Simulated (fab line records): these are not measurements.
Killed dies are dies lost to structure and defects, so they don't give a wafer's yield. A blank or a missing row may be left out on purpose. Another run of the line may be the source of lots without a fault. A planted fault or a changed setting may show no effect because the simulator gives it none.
Code-filled problem report in 8D (eight disciplines) form | flow sfqLine | the parts of the form that need people (team, actions taken, sign-off) are left out

1. PROBLEM STATEMENT
runLengthS at SFQ_TRILAYER_I2_VIA_BARC_OPEN_VIA_ETCH_096 reads a mean of 97.9 s on 3 wafers of 2 lots; wafers without a fault read 70.0 s with a standard deviation of 0.45. Relative to the usual mean, that is a shift of +62 standard deviations.
The step: etches BARC in O2, target depth 125 nm, time 41.7 s.
The first sign was on wafer L252.5 at day 39 23:43, on rieDiel-02. At this step, 18 wafers from 6 lots have a number in the record. Rule for "out", or "out of limits": more than 4 standard deviations from the usual mean. The other wafers with a number count as sound.

2. WHAT IT IS; WHAT IT IS NOT
question                    | is                       | is not
which readings at this step | runLengthS, oesProductAu | biasW, drypumpMotorCurrentA
which lots                  | L252, L253               | L241, L243, L259, L260
which wafers of those lots  | L252.5, L253.3, L253.4   | L252.1, L252.6, L253.1
read on which tools         | rieDiel-02               | rieDiel-01, rieDiel-03
when                        | from day 39 23:43        | up to then (8 sound wafers); but 7 sound wafers of L253, L259, L260 came after

3. THE SUSPECTS, EACH WITH WHAT RULES IT OUT
Counting: any tool at a process step up to the reading remains a suspect provided it ran every lot that is out. Sound lots after the first of them don't rule it out here, since some wafers of a struck lot are sound.
- cmp-01 at SFQ_TRILAYER_I2_CMP_CMP_064 (polishes SiO2): kept. It processed each lot that is out (first: L252, day 34 07:00); up to then, its last sound lot is L243 (day 33 06:00).
- rieDiel-02 at SFQ_TRILAYER_I2_VIA_BARC_OPEN_VIA_ETCH_096 (etches BARC in O2, target depth 125 nm, time 41.7 s): kept. It processed each lot that is out (first: L252, day 39 23:43); up to then, its last sound lot is L241 (day 30 15:18). Out on those wafers are its own readings of oesProductAu, runLengthS.
Remaining after the count are cmp-01 at SFQ_TRILAYER_I2_CMP_CMP_064 and rieDiel-02 at SFQ_TRILAYER_I2_VIA_BARC_OPEN_VIA_ETCH_096.

4. THE CAUSE (what the simulator had put in)
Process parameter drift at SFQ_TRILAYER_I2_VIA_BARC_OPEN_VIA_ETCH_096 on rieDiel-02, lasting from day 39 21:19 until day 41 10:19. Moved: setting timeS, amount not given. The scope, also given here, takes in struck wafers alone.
2 suspects survive the count, and this tool is in that group.

5. THE CHAIN OF EFFECTS, in route order
One row per reading whose mean, taken over the struck wafers that have a number, lies over 3 standard deviations from the usual. Scope: only readings with a usual standard deviation given in the record; hours: median across lots of the time from each lot's start at the first step in this table that gives one to its start at this step; sigmas: change in usual standard deviations.
hours | step                                       | reading      | usual      | on struck wafers | change | sigmas
0     | SFQ_TRILAYER_I2_VIA_BARC_OPEN_VIA_ETCH_096 | oesProductAu | 0.685 a.u. | 0.560            | -0.125 | -25
0     | SFQ_TRILAYER_I2_VIA_BARC_OPEN_VIA_ETCH_096 | runLengthS   | 70.0 s     | 97.9             | +27.9  | +62
It contains these process steps:
- SFQ_TRILAYER_I2_VIA_BARC_OPEN_VIA_ETCH_096: etches BARC in O2, target depth 125 nm, time 41.7 s.

6. WHAT WOULD HAVE CAUGHT IT SOONER
In this record no reading fell out of limits until day 39 23:43, 2 hours after the fault had begun at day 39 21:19.
